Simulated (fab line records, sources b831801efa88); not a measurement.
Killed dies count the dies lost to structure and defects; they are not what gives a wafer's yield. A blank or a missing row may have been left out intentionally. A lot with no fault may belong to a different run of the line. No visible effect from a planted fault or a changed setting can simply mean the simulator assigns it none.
What tool caused it? ; flow gf180mcu ; 13 lots with 39 wafers sampled at 4 steps, on a route of 602 steps

## WHAT THE GAUGES READ, wafer by wafer
No reading from a measuring or inspecting step in the record can be judged against a usual standard deviation.

## EACH LOT AND THE TOOL THAT RAN IT (in order: tool; ch and the chambers of the sampled wafers; start)
lot;GF_V3_CMP_04;GF_V3_SPUTTER_21;GF_V3_SPUTTER_22;GF_M4_SPUTTER_04
L810;cmp-01 ch 0,1,3, day 21 20:13;pvd-sputter-01, day 22 20:45;pvd-sputter-01, day 22 20:49;pvd-sputter-01, day 22 22:06
L811;cmp-01 ch 1,3, day 22 05:16;pvd-sputter-01, day 23 05:37;pvd-sputter-01, day 23 05:40;pvd-sputter-04, day 23 06:29
L813;cmp-01 ch 0,2,3, day 22 21:07;pvd-sputter-03, day 23 20:38;pvd-sputter-03, day 23 20:42;pvd-sputter-01, day 23 21:31
L812;cmp-01 ch 1,2, day 22 22:20;pvd-sputter-02, day 23 22:14;pvd-sputter-02, day 23 22:18;pvd-sputter-01, day 23 23:07
L818;cmp-01 ch 1,2, day 24 16:49;pvd-sputter-03, day 25 15:43;pvd-sputter-03, day 25 15:47;pvd-sputter-04, day 25 16:36
L822;cmp-02 ch 0,1,2, day 26 08:56;pvd-sputter-01, day 27 06:40;pvd-sputter-01, day 27 06:44;pvd-sputter-04, day 27 07:32
L824;cmp-02 ch 0,1,2, day 26 15:59;pvd-sputter-03, day 27 13:12;pvd-sputter-03, day 27 13:16;pvd-sputter-02, day 27 14:04
L826;cmp-02 ch 1,2,3, day 27 03:53;pvd-sputter-03, day 28 01:16;pvd-sputter-03, day 28 01:20;pvd-sputter-01, day 28 02:08
L827;cmp-01 ch 0,1,3, day 27 10:56;pvd-sputter-02, day 28 08:07;pvd-sputter-02, day 28 08:10;pvd-sputter-02, day 28 08:59
L828;cmp-02 ch 1,2, day 27 16:39;pvd-sputter-03, day 28 13:28;pvd-sputter-03, day 28 13:32;pvd-sputter-04, day 28 14:20
L830;cmp-02 ch 1,2,3, day 28 10:35;pvd-sputter-01, day 29 06:48;pvd-sputter-01, day 29 06:52;pvd-sputter-04, day 29 07:47
L831;cmp-01 ch 2,3, day 28 17:11;pvd-sputter-03, day 29 13:23;pvd-sputter-03, day 29 13:26;pvd-sputter-02, day 29 14:16
L832;cmp-02 ch 0,2,3, day 29 00:53;pvd-sputter-03, day 29 20:57;pvd-sputter-03, day 29 21:01;pvd-sputter-01, day 29 21:49
- GF_V3_CMP_04: polishes SiO2.
- GF_V3_SPUTTER_21: material Ti, target thk 15 nm, time 80.02 s.
- GF_V3_SPUTTER_22: material TiN, target thk 10 nm, time 40 s.
- GF_M4_SPUTTER_04: material TiN, target thk 50 nm, time 41.7 s.

## WHAT THE TOOLS THEMSELVES READ (means of the sampled wafers that have a number; where no wafer has one, the mark that the record gives instead)
GF_V3_CMP_04.
lot;tool;motor-current-A (A);time-to-endpoint-s (s)
L810;cmp-01;13.0;86
L811;cmp-01;12.7;81
L813;cmp-01;12.5;89
L812;cmp-01;13.0;88
L818;cmp-01;11.8;88
L822;cmp-02;11.5;88
L824;cmp-02;12.0;86
L826;cmp-02;12.1;78
L827;cmp-01;12.6;74
L828;cmp-02;11.1;80
L830;cmp-02;12.1;74
L831;cmp-01;11.6;75
L832;cmp-02;12.5;70

GF_V3_SPUTTER_21.
lot;tool;cathode-dc-power-W (W);throttle-valve-pct (%)
L810;pvd-sputter-01;2499.5;30.7
L811;pvd-sputter-01;2500.1;30.9
L813;pvd-sputter-03;2500.3;29.6
L812;pvd-sputter-02;2500.1;30.7
L818;pvd-sputter-03;2500.1;28.9
L822;pvd-sputter-01;2499.4;30.8
L824;pvd-sputter-03;2500.0;29.7
L826;pvd-sputter-03;2500.7;30.5
L827;pvd-sputter-02;2500.1;31.3
L828;pvd-sputter-03;2500.3;30.1
L830;pvd-sputter-01;2500.0;31.0
L831;pvd-sputter-03;2500.4;30.7
L832;pvd-sputter-03;2499.6;30.9

GF_V3_SPUTTER_22.
lot;tool;cathode-dc-power-W (W);throttle-valve-pct (%)
L810;pvd-sputter-01;3999.7;31.0
L811;pvd-sputter-01;3999.9;31.0
L813;pvd-sputter-03;4000.2;29.5
L812;pvd-sputter-02;3999.4;30.9
L818;pvd-sputter-03;3999.9;29.0
L822;pvd-sputter-01;4000.1;30.8
L824;pvd-sputter-03;3999.2;29.8
L826;pvd-sputter-03;3999.8;30.4
L827;pvd-sputter-02;3999.3;31.3
L828;pvd-sputter-03;3999.4;30.2
L830;pvd-sputter-01;3999.5;30.9
L831;pvd-sputter-03;4000.2;30.8
L832;pvd-sputter-03;4000.3;30.9

GF_M4_SPUTTER_04.
lot;tool;cathode-dc-power-W (W);throttle-valve-pct (%)
L810;pvd-sputter-01;6500.4;30.4
L811;pvd-sputter-04;6500.0;31.1
L813;pvd-sputter-01;6500.1;30.6
L812;pvd-sputter-01;6374.1;30.9
L818;pvd-sputter-04;6500.3;31.0
L822;pvd-sputter-04;6500.9;30.2
L824;pvd-sputter-02;6500.9;31.3
L826;pvd-sputter-01;6499.7;30.5
L827;pvd-sputter-02;6501.1;31.6
L828;pvd-sputter-04;6499.4;30.6
L830;pvd-sputter-04;6501.2;30.2
L831;pvd-sputter-02;6500.3;31.4
L832;pvd-sputter-01;6499.7;30.8

## THE ANSWER, worked out from the rows above alone
Rule: the lots themselves supply what counts as usual. The widest of any qualifying gaps counts: lots, ordered by their means at a reading, are off when they make up no more than a third of the lots, leave a main group of 4 or more, and stand apart from it by 3 or more times the standard deviation of that group's means. Not used: any main group whose means are identical at the precision the tables above print for the reading. Also off: a lot with no number at a reading for which 4 or more lots have one. Any other lot the step has rows for is counted as sound. First the gauges in route order, then the tools' own readings, where a lot's mean is used as printed above. At the first step where some lot is off, the reading lying furthest off is the one used; lots without a number count as furthest.
Off at GF_M4_SPUTTER_04 (cathode-dc-power-W): L812. Main group: mean 6500.3 W, sd 0.56.
A tool fits if, at that step or a process step before it, it ran every lot that is off, and no sound lot after the first of them. Of those tried, none fits.

## WHAT THE SIMULATOR HAD INSERTED
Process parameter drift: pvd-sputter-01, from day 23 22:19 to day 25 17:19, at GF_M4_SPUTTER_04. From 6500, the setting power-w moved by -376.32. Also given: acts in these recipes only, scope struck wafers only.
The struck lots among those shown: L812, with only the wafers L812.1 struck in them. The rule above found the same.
